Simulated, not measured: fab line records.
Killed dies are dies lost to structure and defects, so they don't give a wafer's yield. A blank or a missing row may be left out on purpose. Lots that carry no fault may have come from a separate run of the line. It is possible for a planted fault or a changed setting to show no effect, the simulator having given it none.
What tool caused it?    flow sky130    14 lots with 42 wafers sampled at 2 steps, on a route of 708 steps

== WHAT THE GAUGES SHOWED, per wafer ==
The record lacks any reading of a measuring or inspecting step that a usual standard deviation could be used to judge.

== TOOL THAT RAN EACH LOT (tool first, then ch and the chambers of the sampled wafers, then the start) ==
lot   SKY_METAL3_METAL_ETCH_18           SKY_PAD_OPEN_PROBE_99
L256  rie_metal-02 ch 1, day 39 04:44    -
L257  rie_metal-04 ch 0,1, day 39 16:11  -
L260  rie_metal-02 ch 0,1, day 40 07:35  -
L262  rie_metal-04 ch 0,1, day 40 22:02  -
L261  rie_metal-03 ch 0,1, day 41 01:59  -
L263  rie_metal-03 ch 0,1, day 41 04:13  -
L264  rie_metal-02 ch 1, day 41 05:29    -
L265  rie_metal-04 ch 0,1, day 41 06:55  -
L266  rie_metal-03 ch 0,1, day 42 10:56  -
L268  rie_metal-02 ch 0,1, day 42 11:29  -
L271  rie_metal-03 ch 0,1, day 43 02:57  -
L272  rie_metal-03 ch 0,1, day 43 08:48  prober-02, day 49 18:32
L273  rie_metal-03 ch 0,1, day 43 15:20  prober-01, day 49 22:24
L278  rie_metal-04 ch 0,1, day 44 15:20  -
- SKY_METAL3_METAL_ETCH_18: etches the open film in Cl2/BCl3, stops on SiO2, target depth 845 nm, time 183.1 s.
- SKY_PAD_OPEN_PROBE_99

== AS READ BY THE TOOLS THEMSELVES (means over the sampled wafers that have a number; for cases with no such wafer, the mark the record gives instead) ==
SKY_METAL3_METAL_ETCH_18.
lot   tool          drypump_motor_current_A (A)  oes_product_au (a.u.)  throttle_valve_pct (%)
L256  rie_metal-02  5.7                          0.865                  22.259
L257  rie_metal-04  5.7                          0.860                  22.268
L260  rie_metal-02  5.4                          0.858                  22.266
L262  rie_metal-04  5.7                          0.862                  22.264
L261  rie_metal-03  5.4                          0.865                  22.259
L263  rie_metal-03  5.4                          0.872                  22.270
L264  rie_metal-02  5.7                          0.855                  22.271
L265  rie_metal-04  5.8                          0.864                  22.261
L266  rie_metal-03  5.4                          0.868                  22.267
L268  rie_metal-02  5.1                          0.871                  22.262
L271  rie_metal-03  5.2                          0.869                  22.268
L272  rie_metal-03  5.4                          0.863                  22.265
L273  rie_metal-03  5.2                          0.866                  22.265
L278  rie_metal-04  5.8                          0.875                  22.266

SKY_PAD_OPEN_PROBE_99.
lot   tool       defect_limited_yield (%)  killed_at_M0_to_M3  killed_at_M4_up  killed_at_contacts  killed_at_front_end  killed_at_other  killed_dies  killed_on_rim  killed_open  killed_short  sort_bin_3_pad_short (%)  sort_bin_5_function (%)  sort_bin_6_memory (%)  sort_n_pass  sort_yield_pct (%)
L272  prober-02  80.4                      58                  3.3              27                  8                    0.0              96           16             41           37            1.7                       11.7                     6.2                    396          80.4
L273  prober-01  78.1                      75                  2.3              20                  11                   0.0              108          24             42           32            3.0                       12.9                     6.0                    384          78.1

== THE ANSWER, worked out from the rows above alone ==
Rule: what is usual is taken from the lots themselves. The widest of any qualifying gaps counts: lots, ordered by their means at a reading, are off when they make up no more than a third of the lots, leave a main group of 4 or more, and stand apart from it by 3 or more times the standard deviation of that group's means. A main group is skipped when, at the precision printed for the reading in the tables above, its means are all equal. Also off: a lot with no number at a reading for which 4 or more lots have one. Where the step has rows for the other lots, those lots are counted as sound. Order of review: gauges by route order, followed by the tools' own readings, for which a lot's mean as printed above is used. At the first step where some lot is off, the reading lying furthest off is the one used; lots without a number count as furthest.
No lot is off at any reading shown: from this, nothing can be told.

== WHAT WAS PUT IN BY THE SIMULATOR ==
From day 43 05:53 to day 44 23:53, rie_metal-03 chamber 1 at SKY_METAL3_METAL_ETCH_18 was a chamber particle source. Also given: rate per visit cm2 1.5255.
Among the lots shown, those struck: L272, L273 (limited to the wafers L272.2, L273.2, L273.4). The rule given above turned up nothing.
